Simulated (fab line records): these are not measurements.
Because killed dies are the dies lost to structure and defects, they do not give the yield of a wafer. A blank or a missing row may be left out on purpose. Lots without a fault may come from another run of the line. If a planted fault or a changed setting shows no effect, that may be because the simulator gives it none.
fab line records + flow sky130
record
- lots=6
- wafers=18
- last_day=51
route steps=708 shown VIA2@524 METAL3@532 CAPM@537 PAD_OPEN@708
lots that met no fault: from a run of the same line without faults
start_h: start of the lot's first displayed wafer, in hours after the record's first day + wait_h: hours since the lot's step before + " the same as in the row above + L1.1+2: several wafers, shown together as one row + - value missing, or start not given + * or withheld: withheld + < > ~ a bound
route shown NAME@n: a module of which the file shows steps, and the number in the route of the first + usual: average and standard deviation across the fault-free wafers + same: alike in all rows + chamber/n: place in a boat + sites: readings site by site + _std_site: the values' standard deviation + _edge_site: mean of outer sites minus mean of inner sites + radius_mm: how far each site lies from the wafer's centre + mask NAME#n: copy n + behind: the last tool/chamber to shape the wafer + hold: what put the lot on hold/how long, in hours/how the hold closed + device: the n, p or np transistor that did not switch + end of line: at the end of the route, the tests of the same wafers + for a step that has no rows: nothing shown but its recipe + killed: dies that structure and defects cost at the first sort, which is not the same as the wafer's yield + map: a wafer's dies, x killed, . not, _ none there
set.NAME: the setting the step ran with; set.NAME@STEP: the setting that earlier step ran with + model.NAME: the simulator's own value behind a step, which no gauge read
lots seen at some steps along the route; tables by step, rows by wafer
services: a tool's chamber out of use, with start hour (start_h, from the record's first day; less than 0 if before it), hours out, and reason
## steps
# step SKY_VIA2_STRIP_17
# recipe
- chemistry=post_etch_residue_remover
- time_s=1200
- temp_c=72.5
# step SKY_VIA2_CLEAN_18
# recipe
- chemistry=IPA
- time_s=180
- temp_c=25
# step SKY_VIA2_CLEAN_19
# recipe
- chemistry=O3/DIW
- dry=n2_spin
# step SKY_VIA2_SPUTTER_20
# recipe
- material=TiN
- target_thk_nm=20
- chamber_pressure_pa=5
- power_w=4000
- time_s=80
# step SKY_VIA2_CVD_21
# recipe
- material=W
- target_thk_nm=420
- time_s=126.4
- temp_c=400
- pressure_torr=40
# usual
- heater_power_w=770/44
# same
- time_s=126.4
| lot.wafer | tool     | chamber | start_h | wait_h | heater_power_w |
|-----------|----------|---------|---------|--------|----------------|
| L132.3    | cvd_w-02 | 0       | 941.47  | 0.1    | 747            |
| L132.4    | "        | 1       | "       | "      | 786            |
| L132.6    | "        | 1       | "       | "      | 804            |
| L131.1    | cvd_w-02 | 0       | 943.22  | 0.0    | 773            |
| L131.2    | "        | 1       | "       | "      | 803            |
| L131.5    | "        | 0       | "       | "      | 731            |
| L137.1    | cvd_w-01 | 1       | 991.91  | 0.0    | 796            |
| L137.3    | "        | 0       | "       | "      | 717            |
| L137.6    | "        | 0       | "       | "      | 713            |
| L140.4    | cvd_w-02 | 1       | 1015.99 | 0.1    | 836            |
| L140.5    | "        | 1       | "       | "      | 784            |
| L140.6    | "        | 0       | "       | "      | 754            |
| L141.1    | cvd_w-01 | 1       | 1018.30 | 0.0    | 821            |
| L141.3    | "        | 0       | "       | "      | 706            |
| L141.5    | "        | 0       | "       | "      | 715            |
| L144.1    | cvd_w-02 | 0       | 1026.82 | 0.0    | 749            |
| L144.3    | "        | 0       | "       | "      | 740            |
| L144.6    | "        | 1       | "       | "      | 788            |
# step SKY_VIA2_RS_MEAS_22
# recipe
- thk_meas_gauge=four-point-probe
- reads=W_of_VIA2_CVD_21+TiN_of_VIA2_SPUTTER_20
# usual
- VIA2_W_RS=0.274/0.0033
| lot.wafer | tool          | chamber | start_h | wait_h | VIA2_W_RS[ohm/sq] |
|-----------|---------------|---------|---------|--------|-------------------|
| L132.3    | film_metro-01 | -       | 941.59  | 0.1    | 0.266             |
| L132.4    | "             | -       | "       | "      | 0.277             |
| L132.6    | "             | -       | "       | "      | 0.279             |
| L131.1    | film_metro-02 | -       | 943.35  | 0.1    | 0.271             |
| L131.2    | "             | -       | "       | "      | 0.284             |
| L131.5    | "             | -       | "       | "      | 0.271             |
| L137.1    | film_metro-02 | -       | 992.04  | 0.1    | 0.275             |
| L137.3    | "             | -       | "       | "      | 0.272             |
| L137.6    | "             | -       | "       | "      | 0.270             |
| L140.4    | film_metro-01 | -       | 1016.14 | 0.1    | 0.281             |
| L140.5    | "             | -       | "       | "      | 0.280             |
| L140.6    | "             | -       | "       | "      | 0.274             |
| L141.1    | film_metro-02 | -       | 1018.43 | 0.1    | 0.270             |
| L141.3    | "             | -       | "       | "      | 0.271             |
| L141.5    | "             | -       | "       | "      | 0.270             |
| L144.1    | film_metro-01 | -       | 1026.95 | 0.1    | 0.275             |
| L144.3    | "             | -       | "       | "      | 0.272             |
| L144.6    | "             | -       | "       | "      | 0.274             |
# step SKY_VIA2_THK_MEAS_23
# recipe
- thk_meas_gauge=xrf
- reads=W_of_VIA2_CVD_21
# usual
- VIA2_W_THK=407/7.4
| lot.wafer | tool          | chamber | start_h | wait_h | VIA2_W_THK[nm] |
|-----------|---------------|---------|---------|--------|----------------|
| L132.3    | film_metro-01 | -       | 941.69  | 0.1    | 422            |
| L132.4    | "             | -       | "       | "      | 408            |
| L132.6    | "             | -       | "       | "      | 404            |
| L131.1    | film_metro-02 | -       | 943.47  | 0.1    | 417            |
| L131.2    | "             | -       | "       | "      | 398            |
| L131.5    | "             | -       | "       | "      | 419            |
| L137.1    | film_metro-02 | -       | 992.16  | 0.1    | 412            |
| L137.3    | "             | -       | "       | "      | 418            |
| L137.6    | "             | -       | "       | "      | 419            |
| L140.4    | film_metro-01 | -       | 1016.23 | 0.1    | 396            |
| L140.5    | "             | -       | "       | "      | 394            |
| L140.6    | "             | -       | "       | "      | 402            |
| L141.1    | film_metro-02 | -       | 1018.55 | 0.1    | 418            |
| L141.3    | "             | -       | "       | "      | 417            |
| L141.5    | "             | -       | "       | "      | 421            |
| L144.1    | film_metro-01 | -       | 1027.07 | 0.1    | 404            |
| L144.3    | "             | -       | "       | "      | 404            |
| L144.6    | "             | -       | "       | "      | 404            |
# step SKY_VIA2_CMP_24
# recipe
- stop_on=SiO2
- t_overpolish_s=20
- down_force_psi=3.5
- platen_rpm=60
- target_thk_nm=0
- pad_velocity_m_s=0.94248
# step SKY_METAL3_SPUTTER_00
# recipe
- material=Ti
- target_thk_nm=15
- power_w=3000
- time_s=10
- chamber_pressure_pa=0.4
# usual
- chamber_pressure_pa=0.4000/0.00088
- throttle_valve_pct=29.9/0.98
# same
- time_s=10
| lot.wafer | tool           | chamber | start_h | wait_h | chamber_pressure_pa | throttle_valve_pct |
|-----------|----------------|---------|---------|--------|---------------------|--------------------|
| L132.3    | pvd_sputter-01 | -       | 942.03  | 0.1    | 0.4013              | 31.0               |
| L132.4    | "              | -       | "       | "      | 0.3984              | 29.6               |
| L132.6    | "              | -       | "       | "      | 0.4009              | 28.7               |
| L131.1    | pvd_sputter-01 | -       | 943.83  | 0.1    | 0.4008              | 28.4               |
| L131.2    | "              | -       | "       | "      | 0.3998              | 29.6               |
| L131.5    | "              | -       | "       | "      | 0.3998              | 28.5               |
| L137.1    | pvd_sputter-04 | -       | 992.52  | 0.2    | 0.4002              | 29.6               |
| L137.3    | "              | -       | "       | "      | 0.3995              | 31.0               |
| L137.6    | "              | -       | "       | "      | 0.4010              | 31.0               |
| L140.4    | pvd_sputter-01 | -       | 1016.56 | 0.2    | 0.4011              | 31.0               |
| L140.5    | "              | -       | "       | "      | 0.3997              | 28.8               |
| L140.6    | "              | -       | "       | "      | 0.4008              | 29.8               |
| L141.1    | pvd_sputter-04 | -       | 1018.91 | 0.2    | 0.3997              | 30.6               |
| L141.3    | "              | -       | "       | "      | 0.4003              | 29.8               |
| L141.5    | "              | -       | "       | "      | 0.3998              | 29.6               |
| L144.1    | pvd_sputter-02 | -       | 1027.43 | 0.2    | 0.3989              | 29.1               |
| L144.3    | "              | -       | "       | "      | 0.4018              | 30.8               |
| L144.6    | "              | -       | "       | "      | 0.3978              | 31.2               |
# step SKY_METAL3_SPUTTER_01
# recipe
- material=TiN
- target_thk_nm=20
- power_w=6500
- time_s=16.7
- chamber_pressure_pa=0.4
# step SKY_METAL3_SPUTTER_02
# recipe
- material=AlCu
- target_thk_nm=735
- power_w=10600
- time_s=39.1
- chamber_pressure_pa=0.4
# usual
- chamber_pressure_pa=0.4000/0.0008
- throttle_valve_pct=29.9/0.99
# same
- time_s=39.1
| lot.wafer | tool           | chamber | start_h | wait_h | chamber_pressure_pa | throttle_valve_pct |
|-----------|----------------|---------|---------|--------|---------------------|--------------------|
| L132.3    | pvd_sputter-01 | -       | 942.08  | 0.0    | 0.4003              | 31.1               |
| L132.4    | "              | -       | "       | "      | 0.4003              | 29.7               |
| L132.6    | "              | -       | "       | "      | 0.3997              | 28.9               |
| L131.1    | pvd_sputter-01 | -       | 943.88  | 0.0    | 0.4010              | 28.6               |
| L131.2    | "              | -       | "       | "      | 0.3989              | 29.9               |
| L131.5    | "              | -       | "       | "      | 0.4008              | 28.7               |
| L137.1    | pvd_sputter-04 | -       | 992.57  | 0.0    | 0.4014              | 29.7               |
| L137.3    | "              | -       | "       | "      | 0.4003              | 31.1               |
| L137.6    | "              | -       | "       | "      | 0.3994              | 31.0               |
| L140.4    | pvd_sputter-01 | -       | 1016.61 | 0.0    | 0.4002              | 31.0               |
| L140.5    | "              | -       | "       | "      | 0.3991              | 28.5               |
| L140.6    | "              | -       | "       | "      | 0.3997              | 30.2               |
| L141.1    | pvd_sputter-04 | -       | 1018.96 | 0.0    | 0.4016              | 30.5               |
| L141.3    | "              | -       | "       | "      | 0.3998              | 29.7               |
| L141.5    | "              | -       | "       | "      | 0.3994              | 29.5               |
| L144.1    | pvd_sputter-02 | -       | 1027.48 | 0.0    | 0.3996              | 28.8               |
| L144.3    | "              | -       | "       | "      | 0.4008              | 31.2               |
| L144.6    | "              | -       | "       | "      | 0.3998              | 31.0               |
# step SKY_METAL3_SPUTTER_03
# recipe
- material=Ti
- target_thk_nm=5
- power_w=3000
- time_s=3.3
- chamber_pressure_pa=0.4
# usual
- chamber_pressure_pa=0.4000/0.00083
- throttle_valve_pct=29.9/0.96
# same
- time_s=3.3
| lot.wafer | tool           | chamber | start_h | wait_h | chamber_pressure_pa | throttle_valve_pct |
|-----------|----------------|---------|---------|--------|---------------------|--------------------|
| L132.3    | pvd_sputter-01 | -       | 942.12  | 0.0    | 0.4013              | 31.1               |
| L132.4    | "              | -       | "       | "      | 0.3988              | 29.9               |
| L132.6    | "              | -       | "       | "      | 0.4008              | 28.7               |
| L131.1    | pvd_sputter-01 | -       | 943.92  | 0.0    | 0.3997              | 28.6               |
| L131.2    | "              | -       | "       | "      | 0.4009              | 29.6               |
| L131.5    | "              | -       | "       | "      | 0.3992              | 28.6               |
| L137.1    | pvd_sputter-04 | -       | 992.60  | 0.0    | 0.3997              | 29.7               |
| L137.3    | "              | -       | "       | "      | 0.4002              | 30.8               |
| L137.6    | "              | -       | "       | "      | 0.3999              | 31.0               |
| L140.4    | pvd_sputter-01 | -       | 1016.65 | 0.0    | 0.4011              | 31.1               |
| L140.5    | "              | -       | "       | "      | 0.4003              | 28.5               |
| L140.6    | "              | -       | "       | "      | 0.3989              | 29.9               |
| L141.1    | pvd_sputter-04 | -       | 1019.00 | 0.0    | 0.4002              | 30.7               |
| L141.3    | "              | -       | "       | "      | 0.4000              | 29.5               |
| L141.5    | "              | -       | "       | "      | 0.3993              | 29.6               |
| L144.1    | pvd_sputter-02 | -       | 1027.51 | 0.0    | 0.4011              | 28.9               |
| L144.3    | "              | -       | "       | "      | 0.4007              | 31.3               |
| L144.6    | "              | -       | "       | "      | 0.4009              | 31.0               |
# step SKY_METAL3_SPUTTER_04
# recipe
- material=TiN
- target_thk_nm=70
- power_w=6500
- time_s=58.3
- chamber_pressure_pa=0.4
# usual
- chamber_pressure_pa=0.4000/0.00077
- throttle_valve_pct=29.9/0.98
# same
- time_s=58.3
| lot.wafer | tool           | chamber | start_h | wait_h | chamber_pressure_pa | throttle_valve_pct | model.TiN_of_METAL3_SPUTTER_04.thk_nm |
|-----------|----------------|---------|---------|--------|---------------------|--------------------|---------------------------------------|
| L132.3    | pvd_sputter-01 | -       | 942.14  | 0.0    | 0.5126              | 27.3               | 66.27                                 |
| L132.4    | "              | -       | "       | "      | 0.5125              | 26.1               | 66.23                                 |
| L132.6    | "              | -       | "       | "      | 0.5135              | 25.5               | 65.24                                 |
| L131.1    | pvd_sputter-01 | -       | 943.94  | 0.0    | 0.5116              | 25.1               | 67.31                                 |
| L131.2    | "              | -       | "       | "      | 0.5124              | 26.2               | 67.72                                 |
| L131.5    | "              | -       | "       | "      | 0.5122              | 25.5               | 67.3                                  |
| L137.1    | pvd_sputter-04 | -       | 992.62  | 0.0    | 0.4007              | 29.4               | 71.19                                 |
| L137.3    | "              | -       | "       | "      | 0.4001              | 30.8               | 71.54                                 |
| L137.6    | "              | -       | "       | "      | 0.3998              | 30.8               | 70.82                                 |
| L140.4    | pvd_sputter-01 | -       | 1016.66 | 0.0    | 0.4007              | 30.9               | 69.54                                 |
| L140.5    | "              | -       | "       | "      | 0.4003              | 28.8               | 68.9                                  |
| L140.6    | "              | -       | "       | "      | 0.4004              | 30.0               | 70.01                                 |
| L141.1    | pvd_sputter-04 | -       | 1019.01 | 0.0    | 0.3990              | 30.6               | 71.52                                 |
| L141.3    | "              | -       | "       | "      | 0.4004              | 29.5               | 71.16                                 |
| L141.5    | "              | -       | "       | "      | 0.4004              | 29.6               | 71.16                                 |
| L144.1    | pvd_sputter-02 | -       | 1027.53 | 0.0    | 0.3997              | 29.0               | 70.47                                 |
| L144.3    | "              | -       | "       | "      | 0.3999              | 30.9               | 71.42                                 |
| L144.6    | "              | -       | "       | "      | 0.4002              | 31.0               | 70.46                                 |
# step SKY_CAPM_CVD_00
# recipe
- material=SiO2
- target_thk_nm=15.5
- temp_c=400
- time_s=withheld
- rf_w=450
# usual
- heater_power_w=678/71
| lot.wafer | tool     | chamber | start_h | wait_h | heater_power_w |
|-----------|----------|---------|---------|--------|----------------|
| L132.3    | pecvd-01 | 0       | 942.19  | 0.0    | 775            |
| L132.4    | "        | 0       | "       | "      | 787            |
| L132.6    | "        | 1       | "       | "      | 673            |
| L131.1    | pecvd-03 | 1       | 943.99  | 0.0    | 680            |
| L131.2    | "        | 2       | "       | "      | 668            |
| L131.5    | "        | 0       | "       | "      | 591            |
| L137.1    | pecvd-02 | 0       | 992.67  | 0.0    | 769            |
| L137.3    | "        | 1       | "       | "      | 660            |
| L137.6    | "        | 1       | "       | "      | 660            |
| L140.4    | pecvd-03 | 0       | 1016.72 | 0.0    | 692            |
| L140.5    | "        | 0       | "       | "      | 690            |
| L140.6    | "        | 2       | "       | "      | 575            |
| L141.1    | pecvd-03 | 0       | 1019.06 | 0.0    | 640            |
| L141.3    | "        | 0       | "       | "      | 634            |
| L141.5    | "        | 0       | "       | "      | 629            |
| L144.1    | pecvd-01 | 2       | 1027.58 | 0.0    | 590            |
| L144.3    | "        | 0       | "       | "      | 793            |
| L144.6    | "        | 0       | "       | "      | 796            |
# step SKY_PAD_OPEN_PROBE_99
# usual
- defect_limited_yield=82.2/2.1
- killed_at_M0_to_M3=44/7.4
- killed_at_M4_up=3.1/1.8
- killed_at_contacts=25/6
- killed_at_front_end=15/4.4
- killed_at_other=0.3/0.49
- killed_dies=88/10
- killed_open=48/7.4
- killed_short=39/6.3
- sort_bin_3_pad_short=0.9/0.4
- sort_bin_5_function=10.5/1.5
- sort_bin_6_memory=6.5/1.3
- sort_n_pass=404/10
- sort_yield_pct=82.2/2.1
# same
- gross_dies=492
- killed_at_back_side=0
- sort_bin_4_leakage[%]=0
- sort_bin_8_speed[%]=0
| lot.wafer | tool      | chamber | start_h | wait_h | defect_limited_yield[%] | killed_at_M0_to_M3 | killed_at_M4_up | killed_at_contacts | killed_at_front_end | killed_at_other | killed_dies | killed_open | killed_short | sort_bin_3_pad_short[%] | sort_bin_5_function[%] | sort_bin_6_memory[%] | sort_n_pass | sort_yield_pct[%] |
|-----------|-----------|---------|---------|--------|-------------------------|--------------------|-----------------|--------------------|---------------------|-----------------|-------------|-------------|--------------|-------------------------|------------------------|----------------------|-------------|-------------------|
| L132.4    | prober-02 | -       | 1152.76 | 0.2    | 80.1                    | 56                 | 0               | 30                 | 12                  | 0               | 98          | 52          | 46           | 1.0                     | 11.4                   | 7.5                  | 394         | 80.1              |
# killed by level:class
L132.4 METAL2:geometric_particle:short=13 CONTACT:geometric_particle:short=10 VIA1:geometric_particle:open=10 VIA2:geometric_particle:open=9 LI_CONTACT:geometric_particle:open=8 CONTACT:geometric_particle:open=8 VIA1:geometric_particle:short=7 VIA3:geometric_particle:open=6
## services
| tool           | chamber | start_h | hours | kind                          |
|----------------|---------|---------|-------|-------------------------------|
| cvd_w-02       | 0       | 918.00  | -     | clean                         |
| cvd_w-02       | 1       | 918.00  | -     | clean                         |
| pecvd-01       | 2       | 925.10  | -     | calibration                   |
| pecvd-02       | 0       | 926.38  | 2.1   | scheduled_down                |
| pecvd-03       | 2       | 928.74  | 2.3   | repair                        |
| pecvd-01       | 1       | 934.17  | 5.5   | scheduled_down                |
| pecvd-01       | 1       | 939.63  | 2.1   | scheduled_down                |
| pecvd-02       | 1       | 941.01  | 5.4   | repair                        |
| pvd_sputter-02 | -       | 965.87  | 6.6   | repair                        |
| cvd_w-01       | 1       | 967.88  | 1.6   | repair                        |
| pvd_sputter-01 | -       | 980.58  | 0.6   | repair                        |
| pecvd-01       | 2       | 982.47  | 2.1   | scheduled_down                |
| pvd_sputter-02 | -       | 987.41  | 4.3   | repair                        |
| pecvd-02       | 1       | 997.73  | 2.1   | scheduled_down                |
| pecvd-03       | 1       | 999.38  | -     | clean                         |
| pecvd-03       | 1       | 999.38  | -     | consumable_replace:showerhead |
| pecvd-03       | 1       | 999.38  | 29.0  | scheduled_down                |
| pecvd-03       | 1       | 999.38  | 29.0  | vent_cycle                    |
| pecvd-02       | -       | 1003.34 | 2.8   | pm                            |
| pvd_sputter-02 | 0       | 1022.73 | -     | consumable_replace:kit        |
| pvd_sputter-02 | 0       | 1022.73 | 18.0  | scheduled_down                |
| pvd_sputter-02 | 0       | 1022.73 | 18.0  | vent_cycle                    |
## key
first_sign
- step=SKY_METAL3_SPUTTER_04
- reading=chamber_pressure_pa
- direction=up
- sigmas=99+
- usual=0.4000
- struck=0.5125
effect
- step=SKY_METAL3_SPUTTER_04
- reading=throttle_valve_pct
- direction=down
- sigmas=4
- usual=29.9
- struck=26.0
model_effect
- step=SKY_METAL3_SPUTTER_04
- value=TiN_of_METAL3_SPUTTER_04.thk_nm
- without=69.48
- struck=66.68
met_at SKY_METAL3_SPUTTER_04
struck_wafers L131.1,L131.2,L131.5,L132.3,L132.4,L132.6
rows_end L132.3,L132.6
fault
- kind=process_parameter_drift
- tool=pvd_sputter-01
- chamber=-
- onset_h=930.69
- steps=SKY_METAL3_SPUTTER_04
- channel=chamber_pressure_pa
- offset=0.1116
- shape=step
- end_h=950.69
- acts_in=these_recipes_only
- stated=0.4
# rows_end: these wafers met a further fault down the route, and their rows from its step on are left out
